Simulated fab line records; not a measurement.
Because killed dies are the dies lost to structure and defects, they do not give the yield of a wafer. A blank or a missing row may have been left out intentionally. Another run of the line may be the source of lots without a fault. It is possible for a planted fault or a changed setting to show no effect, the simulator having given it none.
Problem report in the 8D (eight disciplines) form, filled by code :: flow gf180mcu :: the parts of the form that need people (team, actions taken, sign-off) are left out

1. PROBLEM STATEMENT
Wafers free of any fault read 41.6 nm (standard deviation 0.51) for MIM_CVD_05_THK at GF_MIM_THK_MEAS_06, against a mean of 55.6 nm on 3 wafers of 2 lots. That puts it +27 standard deviations away from the usual mean.
First observed at day 28 19:13: wafer L269.2, on filmMetro-04. At this step, 36 wafers from 12 lots have a number in the record. Rule for "out", or "out of limits": more than 4 standard deviations from the usual mean. All remaining wafers that have a number are taken as sound.

2. WHAT IT IS; WHAT IT IS NOT
question: which readings at this step
is: MIM_CVD_05_THK
is not: -

question: which lots
is: L269, L272
is not: L257, L258, L259, L260, L262, L263, L264, L273, L275, L279

question: which wafers of those lots
is: L269.2, L272.2, L272.6
is not: L269.3, L269.4, L272.3

question: read on which gauges
is: filmMetro-02, filmMetro-04
is not: filmMetro-03

question: when
is: from day 28 19:13
is not: up to then (23 sound wafers); but 10 sound wafers of L272, L273, L275, L279 came after

3. WHAT RULES OUT EACH SUSPECT
Counting: if a tool at a process step up to the reading ran every lot that is out, it stays a suspect. Sound lots after the first of them don't rule it out here, since some wafers of a struck lot are sound.
- the gauge at GF_MIM_THK_MEAS_06: ruled out. The wafers that are out were read on 2 gauges (filmMetro-02, filmMetro-04).
- cmp-02 at GF_V4_CMP_26 (polishes, stops on SiO2, t overpolish 15 s, target thk 0 nm): kept. It ran every lot that is out, first L269 (day 28 18:42); its last sound lot up to then is L264 (day 27 17:00).
- pecvd-03 at GF_MIM_CVD_05 (deposits Si3N4, target thk 42 nm, time 29.086 s): kept. It ran every lot that is out, first L269 (day 28 19:10); its last sound lot up to then is L264 (day 27 17:31).
- Within cmp-02 at GF_V4_CMP_26: the wafers that are out ran in chambers 0, 1; their sound lot-mates ran in chambers 2, 3.
Remaining after the count are cmp-02 at GF_V4_CMP_26 and pecvd-03 at GF_MIM_CVD_05.

4. THE CAUSE (what the simulator had put in)
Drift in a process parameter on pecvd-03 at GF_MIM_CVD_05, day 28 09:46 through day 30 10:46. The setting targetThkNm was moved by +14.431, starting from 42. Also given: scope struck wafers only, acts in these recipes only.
Of the 2 suspects that counting leaves, this tool is one.

5. THE CHAIN OF EFFECTS, in route order
One row per reading whose mean, taken over the struck wafers that have a number, lies over 3 standard deviations from the usual. Scope: only readings with a usual standard deviation given in the record; hours: median across lots of the time from each lot's start at the first step in this table that gives one to its start at this step; sigmas: change in usual standard deviations.
hours: 0
step: GF_MIM_THK_MEAS_06
reading: MIM_CVD_05_THK
usual: 41.6 nm
on struck wafers: 55.6
change: +14.0
sigmas: +27

6. HOW IT WOULD HAVE BEEN CAUGHT EARLIER
In this record the first reading out of limits at a measuring or inspecting step was taken at day 28 19:13, 9 hours after the fault began at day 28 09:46.
No tool reading at GF_MIM_CVD_05 that has a usual standard deviation in the record was out on any struck wafer, so an alarm limit of 4 standard deviations on those readings would not have fired.
Among the 2 lots that are out, L272 began GF_MIM_CVD_05 on pecvd-03 after day 28 19:13. Putting the tool on hold at that point would have spared it.
